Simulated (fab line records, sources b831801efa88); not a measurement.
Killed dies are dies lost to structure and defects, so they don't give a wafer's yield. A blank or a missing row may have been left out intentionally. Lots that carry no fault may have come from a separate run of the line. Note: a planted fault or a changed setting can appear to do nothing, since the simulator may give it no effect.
fab line records    flow sky130    part 2 of 2: steps 33 to 44 of 44
[record] lots = 5  wafers = 15  last-day = 51
route steps=708 shown LDD_HVP@286 LDD_LDN@289 SPACER@304 POLY_CUT@307 SD_P@320
lots that met no fault: taken from a fault-free run of the same line
start-h: hours from the record's opening day to when the first of the lot's shown wafers began    wait-h: hours elapsed since this lot's preceding step    " repeats the value in the row above    L1.1+2: one row covering several wafers at once    - no value, or no start given    * or withheld: withheld    < > ~ a bound
route shown NAME@n: a module of which the file shows steps, and the number in the route of the first    usual: mean/standard deviation taken from wafers without a fault    same: alike in all rows    chamber/n: place in a boat    sites: per-site readings    _std_site: standard deviation of those values    _edge_site: the outer-site mean with the inner-site mean subtracted    radius-mm: how far each site lies from the wafer's centre    mask NAME#n: copy n    behind: the last tool/chamber to shape the wafer    hold: reason for holding the lot/hours on hold/outcome of the hold    device: transistor that didn't switch, given as n, p or np    end of line: at the end of the route, the tests of the same wafers    a step without rows: its recipe alone    killed: the dies lost at the first sort to structure and to defects; this is not the yield of the wafer    map: per-die view of a wafer (x killed, . not killed, _ where there is no die)
set.NAME: the setting the step ran with; set.NAME@STEP: the setting that earlier step ran with    model.NAME: the simulator's own value behind a step, which no gauge read
lots at some steps of the route; a table a step, a row a wafer
services: from which hour (start-h, from the record's first day; less than 0 if before it) a tool's chamber was out of use, for how many hours, and why
[[steps]]
[step SKY_POLY_CUT_ETCH_11]
[recipe] target = Si3N4  chemistry = CF4/CH2F2/Ar  stop-on = poly-Si  source-w = 600  bias-w = 150  pressure-mtorr = 40  cf4-flow-sccm = 40  ch2f2-flow-sccm = 20  Ar_flow_sccm = 150  time-s = 42.5  target-depth-a = 600
[usual] bias-w = 149.9/0.42  drypump-motor-current-A = 5.6/0.49  oes-product-au = 0.831/0.0058  throttle-valve-pct = 14.995/0.0092
[same] time-s = 42.5
lot.wafer  tool         chamber  start-h  wait-h  bias-w  drypump-motor-current-A  oes-product-au  rf-hours-counter-h  throttle-valve-pct
L084.1     rie-diel-04  0        635.25   0.0     149.8   5.5                      0.823           4                   14.995
L084.2     "            3        "        "       149.6   6.6                      0.821           40                  15.016
L084.5     "            1        "        "       149.4   6.0                      0.829           -                   14.995
L089.1     rie-diel-04  3        682.76   0.0     150.1   6.6                      0.830           41                  14.993
L089.4     "            2        "        "       150.1   5.7                      0.832           4                   14.985
L089.6     "            2        "        "       149.4   5.7                      0.831           -                   14.991
L091.1     rie-diel-01  0        699.15   0.0     149.9   6.3                      0.834           10                  14.988
L091.2     "            3        "        "       149.8   5.9                      0.836           10                  14.993
L091.4     "            1        "        "       149.9   5.2                      0.838           41                  14.996
L093.4     rie-diel-04  2        718.81   0.0     150.2   5.7                      0.839           4                   15.002
L093.5     "            1        "        "       150.0   6.0                      0.832           -                   14.991
L093.6     "            0        "        "       150.0   5.5                      0.832           -                   14.991
L097.3     rie-diel-01  1        768.21   0.0     150.2   5.2                      0.836           43                  15.004
L097.5     "            3        "        "       150.5   5.9                      0.828           -                   14.983
L097.6     "            0        "        "       150.3   6.3                      0.834           -                   14.990
[step SKY_POLY_CUT_STRIP_12]
[recipe] chemistry = O2/N2  power-w = 1400  pressure-mtorr = 1500  platen-temp-c = withheld  o2-flow-sccm = 3000  n2-flow-sccm = 300  overash-fraction = 0.5
[usual] drypump-motor-current-A = 5.7/0.47  oes-product-au = 0.453/0.0047  strip-time-to-endpoint-s = 5.356/0.018
lot.wafer  tool             chamber  start-h  wait-h  drypump-motor-current-A  oes-product-au  rf-hours-counter-h  strip-time-to-endpoint-s
L084.1     plasma-asher-01  0        635.29   0.0     5.5                      0.455           92                  5.394
L084.2     "                1        "        "       5.9                      0.457           92                  5.364
L084.5     "                0        "        "       5.5                      0.440           -                   5.368
L089.1     plasma-asher-02  0        682.80   0.0     5.7                      0.446           56                  5.346
L089.4     "                1        "        "       4.9                      0.453           -                   5.357
L089.6     "                1        "        "       4.9                      0.453           -                   5.384
L091.1     plasma-asher-01  0        699.19   0.0     5.5                      0.445           99                  5.356
L091.2     "                1        "        "       6.0                      0.451           99                  5.345
L091.4     "                1        "        "       6.0                      0.456           -                   5.343
L093.4     plasma-asher-04  0        718.88   0.1     6.4                      0.455           -                   5.337
L093.5     "                1        "        "       6.0                      0.456           -                   5.335
L093.6     "                0        "        "       6.4                      0.468           -                   5.344
L097.3     plasma-asher-02  1        768.28   0.1     4.9                      0.459           -                   5.333
L097.5     "                0        "        "       5.7                      0.454           -                   5.365
L097.6     "                1        "        "       4.9                      0.453           -                   5.356
[step SKY_SD_P_DEHYDRATE_00]
[recipe] temp-c = 200  time-s = 60
[same] time-s = 60
lot.wafer   tool            chamber  start-h  wait-h
L084.1+2+5  litho-track-02  0        648.72   13.4
L089.1+4+6  litho-track-04  0        695.81   13.0
L091.1+2+4  litho-track-01  0        713.01   13.8
L093.4+5+6  litho-track-04  0        732.28   13.4
L097.3+5+6  litho-track-01  0        781.36   13.0
[step SKY_SD_P_HMDS_01]
[recipe] prime-time-s = 60  prime-temp-c = 120
[usual] prime-temp-c = 120.01/0.13
lot.wafer  tool            chamber  start-h  wait-h  prime-temp-c
L084.1     litho-track-02  0        648.87   0.1     119.85
L084.2     "               0        "        "       119.94
L084.5     "               0        "        "       119.85
L089.1     litho-track-04  0        695.96   0.1     119.88
L089.4     "               0        "        "       120.03
L089.6     "               0        "        "       120.10
L091.1     litho-track-01  0        713.16   0.1     120.26
L091.2     "               0        "        "       120.13
L091.4     "               0        "        "       120.02
L093.4     litho-track-04  0        732.43   0.1     120.04
L093.5     "               0        "        "       120.20
L093.6     "               0        "        "       119.95
L097.3     litho-track-01  0        781.51   0.1     120.06
L097.5     "               0        "        "       119.87
L097.6     "               0        "        "       119.95
[step SKY_SD_P_COAT_02]
[recipe] resist = NOVOLAK  spin-rpm = 3000  resist-thk-nm = 1140
lot.wafer   tool            chamber  start-h  wait-h
L084.1+2+5  litho-track-02  0        649.02   0.1
L089.1+4+6  litho-track-04  0        696.11   0.1
L091.1+2+4  litho-track-01  0        713.31   0.1
L093.4+5+6  litho-track-04  0        732.58   0.1
L097.3+5+6  litho-track-01  0        781.66   0.1
[step SKY_SD_P_SOFTBAKE_03]
[recipe] temp-c = 90  time-s = 60  resist = NOVOLAK
[same] time-s = 60
lot.wafer   tool            chamber  start-h  wait-h
L084.1+2+5  litho-track-02  0        649.17   0.1
L089.1+4+6  litho-track-04  0        696.26   0.1
L091.1+2+4  litho-track-01  0        713.46   0.1
L093.4+5+6  litho-track-04  0        732.73   0.1
L097.3+5+6  litho-track-01  0        781.81   0.1
[step SKY_SD_P_EXPOSE_04]
[recipe] mask-id = PSDM  na = 0.6  source-shape = conventional  sigma-outer = 0.6  polarization = unpolarized  target-cd-nm = 380  dose-mj = 138
[same] sigma-outer = 0.6
lot.wafer   tool              chamber  start-h  wait-h  mask
L084.1+2+5  iline-stepper-02  0        -        -       PSDM#0
L089.1+4+6  iline-stepper-01  0        -        -       PSDM#0
L091.1+2+4  iline-stepper-01  0        -        -       PSDM#0
L093.4+5+6  iline-stepper-02  0        -        -       PSDM#0
L097.3+5+6  iline-stepper-02  0        -        -       PSDM#0
[step SKY_SD_P_PEB_05]
[recipe] temp-c = withheld  time-s = *  resist = NOVOLAK
[same] time-s = *
lot.wafer   tool            chamber  start-h  wait-h
L084.1+2+5  litho-track-02  0        -        -
L089.1+4+6  litho-track-02  0        -        -
L091.1+2+4  litho-track-04  0        -        -
L093.4+5+6  litho-track-02  0        -        -
L097.3+5+6  litho-track-01  0        -        -
[step SKY_SD_P_DEVELOP_06]
[recipe] resist = NOVOLAK  developer = TMAH  develop-time-s = 57.21  dev-temp-c = 23
lot.wafer   tool            chamber  start-h  wait-h
L084.1+2+5  litho-track-02  0        662.87   0.1
L089.1+4+6  litho-track-02  0        710.72   0.1
L091.1+2+4  litho-track-04  0        726.81   0.1
L093.4+5+6  litho-track-02  0        746.30   0.1
L097.3+5+6  litho-track-01  0        793.96   0.1
[step SKY_SD_P_CD_MEAS_07]
[recipe] target-cd-nm = 380
[usual] cd-nm = 380.3/2.5
lot.wafer  tool       chamber  start-h  wait-h  cd-nm
L084.1     cd-sem-01  -        663.02   0.1     379.5
L084.2     "          -        "        "       378.4
L084.5     "          -        "        "       380.3
L089.1     cd-sem-02  -        710.87   0.1     379.0
L089.4     "          -        "        "       378.4
L089.6     "          -        "        "       378.3
L091.1     cd-sem-01  -        726.96   0.1     378.6
L091.2     "          -        "        "       378.5
L091.4     "          -        "        "       378.2
L093.4     cd-sem-02  -        746.43   0.1     380.1
L093.5     "          -        "        "       380.0
L093.6     "          -        "        "       378.8
L097.3     cd-sem-02  -        794.10   0.1     381.2
L097.5     "          -        "        "       380.5
L097.6     "          -        "        "       381.8
[step SKY_SD_P_OVL_MEAS_08]
[usual] SD_P_OVL = 0.5/1.2
lot.wafer  tool        chamber  start-h  wait-h  SD_P_OVL[nm]
L084.1     overlay-02  -        663.14   0.1     -0.1
L084.2     "           -        "        "       0.1
L084.5     "           -        "        "       -0.2
L089.1     overlay-02  -        710.99   0.1     0.1
L089.4     "           -        "        "       0.5
L089.6     "           -        "        "       -0.5
L091.1     overlay-01  -        727.08   0.1     2.1
L091.2     "           -        "        "       0.7
L091.4     "           -        "        "       -0.2
L093.4     overlay-02  -        746.51   0.1     2.0
L093.5     "           -        "        "       -0.1
L093.6     "           -        "        "       -2.0
L097.3     overlay-02  -        794.19   0.1     1.1
L097.5     "           -        "        "       0.7
L097.6     "           -        "        "       0.2
[step SKY_SD_P_IMPLANT_09]
[recipe] species = BF2  energy-kev = 20  dose-cm2 = 3e+15  tilt-deg = 0
lot.wafer   tool          chamber  start-h  wait-h
L084.1+2+5  implanter-04  0        663.18   0.0
L089.1+4+6  implanter-02  0        711.03   0.0
L091.1+2+4  implanter-02  0        727.11   0.0
L093.4+5+6  implanter-04  0        746.60   0.1
L097.3+5+6  implanter-04  0        794.26   0.1
[[services]]
tool              chamber  start-h  hours  kind
implanter-02      -        557.34   6.2    repair
implanter-01      -        562.01   5.3    pm
implanter-04      -        565.82   3.3    repair
implanter-01      -        570.26   3.4    repair
implanter-04      -        576.37   10.3   repair
implanter-01      -        593.12   1.1    repair
iline-stepper-02  -        594.58   4.4    pm
iline-stepper-01  -        600.35   4.4    pm
iline-stepper-02  -        607.95   4.7    repair
implanter-01      -        608.50   22.8   pm
iline-stepper-01  -        620.77   1.1    repair
iline-stepper-01  -        645.42   1.7    pm
implanter-01      -        651.65   6.2    repair
implanter-02      -        654.20   5.3    repair
rie-diel-04       1        676.47   2.1    repair
rie-diel-04       -        700.33   0.4    repair
iline-stepper-02  -        726.02   1.7    pm
implanter-01      -        729.71   2.4    repair
implanter-02      -        736.72   21.2   pm
rie-diel-04       0        739.97   2.8    repair
iline-stepper-01  -        762.71   7.8    repair
lpcvd-02          -        763.02   0.6    repair
rie-diel-04       0        776.11   3.2    repair
implanter-02      -        790.30   5.0    pm
